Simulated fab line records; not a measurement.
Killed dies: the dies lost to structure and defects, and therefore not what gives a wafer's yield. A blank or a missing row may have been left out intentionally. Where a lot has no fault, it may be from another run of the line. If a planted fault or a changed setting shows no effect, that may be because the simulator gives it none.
Struck lot and sound lot, side by side | flow sky130 | 15 out of 708 route steps
Sound: wafers L741.1, L741.4, L741.6. Wafers struck: L744.1, L744.2, L744.6. The cause is given at the end.
At each step with rows: each side's tool, then ch and its chambers, then its first start. Under that, the readings that differ: sound wafers | struck wafers | difference of the means | sigmas: that difference in standard deviations of wafers without a fault.
alike: a reading whose means differ by less than 2 such deviations, as well as words and numbers matching on both sides. not compared: withheld readings; readings where some wafer has no value; bounds like >300 that might hide an equal value; numbers whose values overlap and for which the record gives no deviation.
A row with sigmas, a row that says differs or no value, or rows on one side alone: a step with any of these is where the two part. When numbers do not overlap yet have no deviation, they are printed without sigmas and do not part them. A reading missing from all wafers of one side parts the sides only when that side holds two or more wafers.

SKY_VT_ADJUST_PCH_STRIP_09: strips in O2/N2.
  sound on plasmaAsher-01 ch 0,1, day 11 15:23; struck on plasmaAsher-01 ch 0,1, day 12 08:10
  alike: drypumpMotorCurrentA, oesProductAu, stripTimeToEndpointS
  not compared: rfHoursCounterH
SKY_VT_ADJUST_PCH_TW_MEAS_10:
  struck on filmMetro-01, day 12 08:16; sound on filmMetro-04, day 11 15:29
reading          | sound             | struck            | difference | sigmas
VT_ADJUST_PCH_TW | 139.4 139.3 140.3 | 145.2 144.2 144.7 | +5.0       | +3
then, 7 steps without rows for these wafers: SKY_SONOS_TUNNEL_DEHYDRATE_00 (time 60 s); SKY_SONOS_TUNNEL_HMDS_01 (prime time 60 s); SKY_SONOS_TUNNEL_COAT_02 (resist thk 1140 nm); SKY_SONOS_TUNNEL_SOFTBAKE_03 (time 60 s); SKY_SONOS_TUNNEL_EXPOSE_04 (exposes mask TUNM, target cd 410 nm); SKY_SONOS_TUNNEL_PEB_05; SKY_SONOS_TUNNEL_DEVELOP_06 (develop time 60 s).
SKY_SONOS_TUNNEL_CD_MEAS_07: target cd 410 nm.
  struck on cdSem-01, day 13 09:09; sound on cdSem-01, day 12 16:24
  alike: cdNm
SKY_SONOS_TUNNEL_OVL_MEAS_08:
  struck on overlay-02, day 13 09:16; sound on overlay-01, day 12 16:31
  alike: SONOS_TUNNEL_OVL
after that, 1 step had no rows for these wafers: SKY_SONOS_TUNNEL_IMPLANT_09.
SKY_SONOS_TUNNEL_WET_ETCH_10: etches SiO2 in dHF, target depth 14 nm, time 280 s.
  sound on wetBench-01 ch 0, day 12 16:43; struck on wetBench-01 ch 1, day 13 09:28
  no value came back on the struck wafers for bathHeatDutyPct (%), runLengthS (s); on the sound wafers bathHeatDutyPct (%) reads 6.6 6.5 5.3
then, 1 step without rows for these wafers: SKY_SONOS_TUNNEL_STRIP_11 (strips in SPM, time 600 s).
-- the record jumps here: 34 days lie between the struck wafers' starts before and after (it left off in module SONOS_TUNNEL and takes up again in module PAD_OPEN, whose first step shown is number 708 of the route) --
SKY_PAD_OPEN_PROBE_99:
  struck on prober-01, day 47 04:57; sound on prober-01, day 46 22:20
reading          | sound     | struck                                                            | difference                   | sigmas
hold             | - - -     | awaitDispo/1.4h/scrap awaitDispo/1.4h/scrap awaitDispo/1.4h/scrap | no value on the sound wafers | 
killedAtFrontEnd | 15 15 7   | 424 403 429                                                       | +406                         | +99 or more
killedDies       | 75 82 102 | 492 492 492                                                       | +406                         | +45
killedOnRim      | 13 11 16  | 96 96 96                                                          | +83                          | +22
  alike: killed_at_M0_to_M3, killed_at_M4_up, killedAtContacts, killedAtOther, killedOpen, killedShort

## WHERE THEY PART
Last at SKY_PAD_OPEN_PROBE_99 as far as this record goes, first at SKY_VT_ADJUST_PCH_TW_MEAS_10.

WHY: the cause the simulator had injected
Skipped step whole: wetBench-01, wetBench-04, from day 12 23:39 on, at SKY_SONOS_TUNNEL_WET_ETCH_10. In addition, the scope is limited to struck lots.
